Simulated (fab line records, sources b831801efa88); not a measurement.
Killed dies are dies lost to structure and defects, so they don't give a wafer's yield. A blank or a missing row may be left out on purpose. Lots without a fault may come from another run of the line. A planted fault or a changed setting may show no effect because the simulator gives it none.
A struck lot beside a sound one | flow sky130 | 14 steps out of a route of 708
Sound: wafers L980.2, L980.4, L980.5. Struck: wafers L100.3, L100.5, L100.6. The cause comes at the end.
At each step with rows: each side's tool, then ch and its chambers, then its first start. Under that, the readings that differ: sound wafers | struck wafers | difference of the means | sigmas: that difference in standard deviations of wafers without a fault.
alike: readings whose means differ by less than 2 such deviations, and words and numbers that are the same on both sides. not compared: withheld readings, readings that some wafer has no value for, bounds like >300 that may hide the same value, and numbers for which the record gives no deviation and whose values overlap.
The two part at a step that has a row with sigmas, a row that says differs or no value, or rows on one side only. Numbers that don't overlap but have no deviation are shown without sigmas and don't part them. A reading that every wafer of one side lacks parts them only if that side has two wafers or more.

first, 2 steps without rows for these wafers: SKY_VT_ADJUST_LVTN_PEB_16; SKY_VT_ADJUST_LVTN_DEVELOP_17 (develop time 60 s).
SKY_VT_ADJUST_LVTN_OVL_MEAS_18:
  sound on overlay-02, day 8 02:15; struck on overlay-01, day 13 23:04
  reading                    | sound        | struck      | difference | sigmas
  VT_ADJUST_LVTN_01_OVL (nm) | -1.7 0.1 0.0 | 2.3 2.8 2.6 | +3.1       | +3
then, 1 step without rows for these wafers: SKY_VT_ADJUST_LVTN_IMPLANT_19.
SKY_VT_ADJUST_LVTN_STRIP_20: strips in O2/N2.
  sound on plasma_asher-01 ch 0, day 8 02:26; struck on plasma_asher-02 ch 0,1, day 13 23:16
  reading                     | sound       | struck      | difference | sigmas
  drypump_motor_current_A (A) | 6.7 6.7 6.7 | 5.6 5.6 6.1 | -0.9       | -2
  alike: oes_product_au, strip_time_to_endpoint_s
  not compared: rf_hours_counter_h
SKY_VT_ADJUST_LVTN_TW_MEAS_21:
  sound on film_metro-01, day 8 02:32; struck on film_metro-03, day 13 23:21
  alike: VT_ADJUST_LVTN_2_TW
then, 6 steps without rows for these wafers: SKY_VT_ADJUST_NCORE_DEHYDRATE_00 (time 60 s); SKY_VT_ADJUST_NCORE_HMDS_01 (prime time 60 s); SKY_VT_ADJUST_NCORE_COAT_02 (resist thk 1130 nm); SKY_VT_ADJUST_NCORE_SOFTBAKE_03 (time 60 s); SKY_VT_ADJUST_NCORE_EXPOSE_04 (exposes mask LVTN COMPLEMENT THIN, target cd 380 nm); SKY_VT_ADJUST_NCORE_PEB_05.
SKY_VT_ADJUST_NCORE_DEVELOP_06: develop time 60 s.
  sound on litho_track-02 ch 0, day 8 23:26; struck on litho_track-01, day 15 01:45
  no value came back on the struck wafers for chill_plate_temp_C (C), develop_time_s (s); on the sound wafers chill_plate_temp_C (C) reads 22.75 22.75 22.90
SKY_VT_ADJUST_NCORE_CD_MEAS_07: target cd 380 nm.
  sound on cd_sem-02, day 8 23:35; struck on cd_sem-02, day 15 01:53
  reading    | sound             | struck | difference                    | sigmas
  cd_nm (nm) | 380.0 380.6 380.4 | - - -  | no value on the struck wafers |

WHERE THEY PART
First at SKY_VT_ADJUST_LVTN_OVL_MEAS_18; last, within this record, at SKY_VT_ADJUST_NCORE_CD_MEAS_07.

WHY: what the simulator had put in
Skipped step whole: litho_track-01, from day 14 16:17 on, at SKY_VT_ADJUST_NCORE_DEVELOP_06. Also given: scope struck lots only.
